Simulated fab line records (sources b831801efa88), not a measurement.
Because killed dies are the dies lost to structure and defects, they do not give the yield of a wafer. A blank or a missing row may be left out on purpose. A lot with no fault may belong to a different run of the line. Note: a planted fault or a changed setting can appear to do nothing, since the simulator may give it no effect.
The tool behind it: which one? :: flow gf180mcu :: 11 lots, 33 wafers sampled, at 2 steps of a route of 602

WHAT THE GAUGES SHOWED, per wafer
GF_POLY_GATE_THK_MEAS_01.
lot: L719
measured: day 8 12:10
on: film-metro-03
POLY_GATE_CVD_00_THK (nm): 198.6 196.9 197.1

lot: L721
measured: day 9 01:22
on: film-metro-04
POLY_GATE_CVD_00_THK (nm): 202.3 201.0 201.0

lot: L722
measured: day 9 07:24
on: film-metro-01
POLY_GATE_CVD_00_THK (nm): 199.4 198.7 198.5

lot: L724
measured: day 10 01:20
on: film-metro-04
POLY_GATE_CVD_00_THK (nm): 202.7 202.9 202.7

lot: L731
measured: day 11 21:50
on: film-metro-04
POLY_GATE_CVD_00_THK (nm): 200.3 200.0 199.6

lot: L733
measured: day 12 14:29
on: film-metro-01
POLY_GATE_CVD_00_THK (nm): 181.9 180.9 180.0 181.7 180.9 179.9

lot: L735
measured: day 13 00:26
on: film-metro-01
POLY_GATE_CVD_00_THK (nm): 196.7 200.8 197.3

lot: L737
measured: day 13 14:23
on: film-metro-03
POLY_GATE_CVD_00_THK (nm): 201.0 201.6 199.7

lot: L739
measured: day 14 02:41
on: film-metro-03
POLY_GATE_CVD_00_THK (nm): 198.1 200.2 199.3

lot: L740
measured: day 15 03:49
on: film-metro-04
POLY_GATE_CVD_00_THK (nm): 199.1 198.7 197.9

lot: L742
measured: day 15 08:31
on: film-metro-03
POLY_GATE_CVD_00_THK (nm): 199.8 200.3 200.3

EACH LOT AND THE TOOL THAT RAN IT (in order: tool; ch and the chambers of the sampled wafers; start)
lot: L719
GF_POLY_GATE_CVD_00: lpcvd-02 ch 0, day 8 10:45

lot: L721
GF_POLY_GATE_CVD_00: lpcvd-02 ch 0, day 9 00:01

lot: L722
GF_POLY_GATE_CVD_00: lpcvd-01 ch 1, day 9 06:04

lot: L724
GF_POLY_GATE_CVD_00: lpcvd-02 ch 0, day 10 00:00

lot: L731
GF_POLY_GATE_CVD_00: lpcvd-01 ch 0, day 11 19:50

lot: L733
GF_POLY_GATE_CVD_00: lpcvd-02 ch 0, day 12 13:07

lot: L735
GF_POLY_GATE_CVD_00: lpcvd-01 ch 0, day 12 23:06

lot: L737
GF_POLY_GATE_CVD_00: lpcvd-01 ch 0, day 13 13:03

lot: L739
GF_POLY_GATE_CVD_00: lpcvd-01 ch 0, day 14 01:20

lot: L740
GF_POLY_GATE_CVD_00: lpcvd-01 ch 1, day 15 02:29

lot: L742
GF_POLY_GATE_CVD_00: lpcvd-02 ch 1, day 15 07:11
- GF_POLY_GATE_CVD_00: deposits poly-Si, target thk 200 nm, time 1200 s.

THE ANSWER, worked out from the rows above alone
Rule: the usual values come from the lots themselves. The widest of any qualifying gaps counts: lots, ordered by their means at a reading, are off when they make up no more than a third of the lots, leave a main group of 4 or more, and stand apart from it by 3 or more times the standard deviation of that group's means. A main group is skipped when, at the precision printed for the reading in the tables above, its means are all equal. A lot without any number at a reading at which 4 lots or more have one is off too. Any other lot the step has rows for is counted as sound.
Off: L733, at GF_POLY_GATE_THK_MEAS_01 (POLY_GATE_CVD_00_THK). Main group: mean 199.8 nm, sd 1.5.
If a tool, at a process step before that reading, ran all the lots that are off and no sound lot after the first of them, it fits. The gauges at GF_POLY_GATE_THK_MEAS_01 are tried like those tools. Not one of the candidates tried fits.

WHAT THE SIMULATOR PUT IN
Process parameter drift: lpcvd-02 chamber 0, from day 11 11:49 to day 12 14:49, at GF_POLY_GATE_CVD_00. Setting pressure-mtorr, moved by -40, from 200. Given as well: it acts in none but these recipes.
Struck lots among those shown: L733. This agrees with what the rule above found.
